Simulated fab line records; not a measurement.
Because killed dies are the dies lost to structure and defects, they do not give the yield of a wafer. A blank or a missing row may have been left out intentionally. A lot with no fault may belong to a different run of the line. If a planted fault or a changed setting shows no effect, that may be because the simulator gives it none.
A struck lot beside a sound one || flow sky130 || 24 steps out of a route of 708
Sound: the wafers L869.2, L869.5, L869.6. Wafers L861.1, L861.2, L861.4 were the ones struck. The cause comes at the end.
Order at every step that has rows: each side's tool, ch and its chambers, its first start. Under that, the readings that differ: sound wafers || struck wafers || difference of the means || sigmas: that difference in standard deviations of wafers without a fault.
alike: a reading whose means differ by less than 2 such deviations, as well as words and numbers matching on both sides. not compared: withheld readings; readings where some wafer has no value; bounds like >300 that might hide an equal value; numbers whose values overlap and for which the record gives no deviation.
Wherever a step has rows on one side only, a row that says differs or no value, or a row with sigmas, the two part there. Numbers that don't overlap but have no deviation are shown without sigmas and don't part them. Lack of a reading on every wafer of one side parts them only where that side has two or more wafers.

first, 4 steps without rows for these wafers: SKY_METAL5_SOFTBAKE_10 (time 60 s); SKY_METAL5_EXPOSE_11 (exposes mask MM5, target cd 1600 nm); SKY_METAL5_PEB_12; SKY_METAL5_DEVELOP_13 (develop time 60 s).
SKY_METAL5_DESCUM_14: chemistry O2, time 11 s.
  sound on rie-metal-02 ch 0,1, day 48 12:19; struck on rie-metal-03 ch 0,1, day 47 04:25
  alike: chamber-pressure-mTorr, drypump-motor-current-A, oes-product-au
  not compared: rf-hours-counter-h
SKY_METAL5_METAL_ETCH_15: etches the open film in Cl2/BCl3, stops on SiO2, target depth 1260 nm, time 239.8 s.
  sound on rie-metal-02 ch 0,1, day 48 12:21; struck on rie-metal-03 ch 0,1, day 47 04:27
  alike: bcl3-flow-sccm, chamber-pressure-mTorr, drypump-motor-current-A, oes-product-au, throttle-valve-pct
  not compared: rf-hours-counter-h
SKY_METAL5_STRIP_16: strips in O2/N2.
  sound on plasma-asher-02 ch 0,1, day 48 12:35; struck on plasma-asher-01 ch 0,1, day 47 04:41
  alike: chamber-pressure-mTorr, drypump-motor-current-A, oes-product-au, strip-time-to-endpoint-s
  not compared: rf-hours-counter-h
then, 3 steps without rows for these wafers: SKY_METAL5_STRIP_17 (strips in post etch residue remover, time 1200 s); SKY_METAL5_CLEAN_18 (cleans in IPA, time 180 s); SKY_METAL5_CLEAN_19 (cleans in O3/DIW).
SKY_PASSIVATION_CVD_00: deposits SiO2, target thk 90 nm.
  sound on pecvd-03 ch 0,1, day 48 13:11; struck on pecvd-04 ch 0,2, day 47 05:17
  alike: heater-power-w
SKY_PASSIVATION_THK_MEAS_01:
  sound on film-metro-01 at day 48 13:13; struck on film-metro-03 at day 47 05:19
  alike: PASSIVATION_CVD_00_THK
SKY_PASSIVATION_CVD_02: deposits Si3N4, target thk 540 nm.
  sound on pecvd-04 ch 0,2, day 48 13:16; struck on pecvd-03 ch 0,1, day 47 05:23
{"reading": "model.Si3N4_of_PASSIVATION_CVD_02.thk-nm (nm)", "sound": "529.4 525.9 536.1", "struck": "890.6 892.5 904.8", "difference": "+365.5", "sigmas": ""}
  alike: heater-power-w
SKY_PASSIVATION_THK_MEAS_03:
  sound on film-metro-03 at day 48 13:31; struck on film-metro-02 at day 47 05:36
{"reading": "PASSIVATION_CVD_02_THK (nm)", "sound": "530 526 536", "struck": "890 893 906", "difference": "+366", "sigmas": "+50"}
then, 7 steps without rows for these wafers: SKY_PASSIVATION_DEHYDRATE_04 (time 60 s); SKY_PASSIVATION_HMDS_05 (prime time 60 s); SKY_PASSIVATION_COAT_06 (resist thk 3000 nm); SKY_PASSIVATION_SOFTBAKE_07; SKY_PASSIVATION_EXPOSE_08 (exposes mask NSM, target cd 3000 nm); SKY_PASSIVATION_PEB_09; SKY_PASSIVATION_DEVELOP_10 (develop time 60 s).
SKY_PASSIVATION_ETCH_11: etches the open film in CF4/O2, stops on AlCu, target depth 725 nm, time 161.1 s.
  sound on rie-diel-03 ch 0,2,3, day 49 08:29; struck on rie-diel-03 ch 1,2,3, day 47 22:05
{"reading": "oes-product-au (a.u.)", "sound": "0.970 0.958 0.972", "struck": "1.010 0.998 1.006", "difference": "+0.038", "sigmas": "+5"}
{"reading": "model.PASSIVATION.feature-depth-nm (nm)", "sound": "694.1 690.4 703.1", "struck": "732.7 717.9 726.9", "difference": "+30.0", "sigmas": ""}
{"reading": "model.etch.depth-nm (nm)", "sound": "694.1 690.4 703.1", "struck": "732.7 717.9 726.9", "difference": "+30.0", "sigmas": ""}
  alike: chamber-pressure-mTorr, drypump-motor-current-A, throttle-valve-pct
  not compared: rf-hours-counter-h
SKY_PASSIVATION_STRIP_12: strips in O2/N2.
  sound on plasma-asher-04 ch 0,1, day 49 08:35; struck on plasma-asher-04 ch 0,1, day 47 22:11
  alike: chamber-pressure-mTorr, drypump-motor-current-A, oes-product-au, strip-time-to-endpoint-s
  not compared: rf-hours-counter-h
SKY_PAD_OPEN_PROBE_99:
  sound on prober-01 at day 50 03:35; struck on prober-01 at day 48 18:41
{"reading": "defect-limited-yield (%)", "sound": "82.3 80.7 81.7", "struck": "0 0 0", "difference": -82, "sigmas": -43}
{"reading": "killed-at-other", "sound": "0 0 0", "struck": "416 396 414", "difference": "+409", "sigmas": "+99 or more"}
{"reading": "killed-dies", "sound": "87 95 90", "struck": "492 492 492", "difference": "+401", "sigmas": "+44"}
{"reading": "killed-on-rim", "sound": "13 24 22", "struck": "96 96 96", "difference": "+76", "sigmas": "+22"}
{"reading": "sort_bin_5_function (%)", "sound": "10.6 10.6 10.8", "struck": "92.7 90.7 94.9", "difference": "+82.1", "sigmas": "+55"}
{"reading": "sort-n-pass", "sound": "405 397 402", "struck": "0 0 0", "difference": -401, "sigmas": -44}
{"reading": "sort-yield-pct (%)", "sound": "82.3 80.7 81.7", "struck": "0 0 0", "difference": -82, "sigmas": -43}
  alike: killed_at_M0_to_M3, killed_at_M4_up, killed-at-contacts, killed-at-front-end, killed-open, killed-short, sort_bin_3_pad_short, sort_bin_6_memory

WHERE THEY PART
Earliest at SKY_PASSIVATION_THK_MEAS_03; latest, in this record, at SKY_PAD_OPEN_PROBE_99.

WHY: what had been put in by the simulator
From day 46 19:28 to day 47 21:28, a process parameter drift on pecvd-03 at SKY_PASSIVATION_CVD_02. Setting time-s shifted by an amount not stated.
